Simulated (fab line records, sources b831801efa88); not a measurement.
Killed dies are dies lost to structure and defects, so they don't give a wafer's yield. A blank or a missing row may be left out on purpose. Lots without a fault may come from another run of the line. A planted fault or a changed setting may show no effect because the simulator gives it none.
A struck lot beside a sound one | flow gf180mcu | 16 steps out of a route of 602
Sound: wafers L797.2, L797.4, L797.5. Struck: wafers L793.1, L793.6. (L793.2 of the same lot was not struck and is left out.) The cause comes at the end.
At each step with rows: each side's tool, then ch and its chambers, then its first start. Under that, the readings that differ: sound wafers | struck wafers | difference of the means | sigmas: that difference in standard deviations of wafers without a fault.
alike: readings whose means differ by less than 2 such deviations, and words and numbers that are the same on both sides. not compared: withheld readings, readings that some wafer has no value for, bounds like >300 that may hide the same value, and numbers for which the record gives no deviation and whose values overlap.
The two part at a step that has a row with sigmas, a row that says differs or no value, or rows on one side only. Numbers that don't overlap but have no deviation are shown without sigmas and don't part them. A reading that every wafer of one side lacks parts them only if that side has two wafers or more.

first, 1 step without rows for these wafers: GF_STI_OXIDATION_01 (stabilise 600 s, purge 300 s, target thk 10 nm).
GF_STI_THK_MEAS_02:
  sound on film_metro-02, day 4 09:31; struck on film_metro-02, day 3 13:31
  alike: STI_OXIDATION_THK
then, 1 step without rows for these wafers: GF_STI_CVD_03 (deposits Si3N4 from DCS/NH3, target thk 207.16 nm, time 3551 s).
GF_STI_THK_MEAS_04:
  sound on film_metro-02, day 4 11:34; struck on film_metro-02, day 3 15:34
  reading             | sound             | struck      | difference | sigmas
  STI_CVD_03_THK (nm) | 205.4 205.4 205.3 | 209.7 210.2 | +4.6       | +3
then, 7 steps without rows for these wafers: GF_STI_DEHYDRATE_05 (time 60 s); GF_STI_HMDS_06 (prime time 60 s); GF_STI_COAT_07 (resist thk 700 nm); GF_STI_SOFTBAKE_08 (time 60 s); GF_STI_EXPOSE_09 (exposes mask COMP, target cd 220 nm); GF_STI_PEB_10 (peb time 90 s); GF_STI_DEVELOP_11 (develop time 60 s).
GF_STI_CD_MEAS_12: target cd 220 nm.
  sound on cd_sem-02, day 5 00:31; struck on cd_sem-02, day 4 04:45
  alike: cd_nm
GF_STI_ETCH_13: etches the open film in CHF3/O2, stops on Si, target depth 282.31 nm, time 112.9 s.
  sound on rie_diel-04 ch 0,2,3, day 5 00:37; struck on rie_diel-02 ch 0,1, day 4 04:52
  reading                              | sound             | struck          | difference | sigmas
  oes_product_au (a.u.)                | 0.830 0.822 0.824 | 0.845 0.852     | +0.023     | +4
  over_etch_frac                       | 0.3 0.3 0.3       | 0.27577 0.27577 | -0.02423   |
  model.KrF_of_STI_COAT_07.thk_nm (nm) | 439.8 436.7 438   | 442.2 440       | +2.9       |
  alike: drypump_motor_current_A, throttle_valve_pct
  not compared: rf_hours_counter_h
GF_STI_ETCH_14: etches Si in HBr/Cl2/O2, target depth 360 nm, time 102.9 s.
  sound on rie_si-01 ch 0,2, day 5 00:42; struck on rie_si-01 ch 1,2, day 4 04:57
  alike: drypump_motor_current_A, oes_product_au, throttle_valve_pct
  not compared: rf_hours_counter_h, model.KrF_of_STI_COAT_07.thk_nm
GF_STI_STRIP_15: strips in O2/N2.
  sound on plasma_asher-01 ch 0,1, day 5 00:47; struck on plasma_asher-04 ch 1, day 4 05:02
  alike: drypump_motor_current_A, heater_power_w, oes_product_au, platen_temp_c, strip_time_to_endpoint_s
  not compared: rf_hours_counter_h
-- the record jumps here: 28 days lie between the struck wafers' starts before and after (it left off in module STI and takes up again in module PASSIVATION, whose first step shown is number 602 of the route) --
GF_PASSIVATION_PROBE_99:
  the record has rows for the struck wafers here (prober-02, day 32 08:11) and none for the sound ones

WHERE THEY PART
First at GF_STI_THK_MEAS_04; last, within this record, at GF_PASSIVATION_PROBE_99.

WHY: what the simulator had put in
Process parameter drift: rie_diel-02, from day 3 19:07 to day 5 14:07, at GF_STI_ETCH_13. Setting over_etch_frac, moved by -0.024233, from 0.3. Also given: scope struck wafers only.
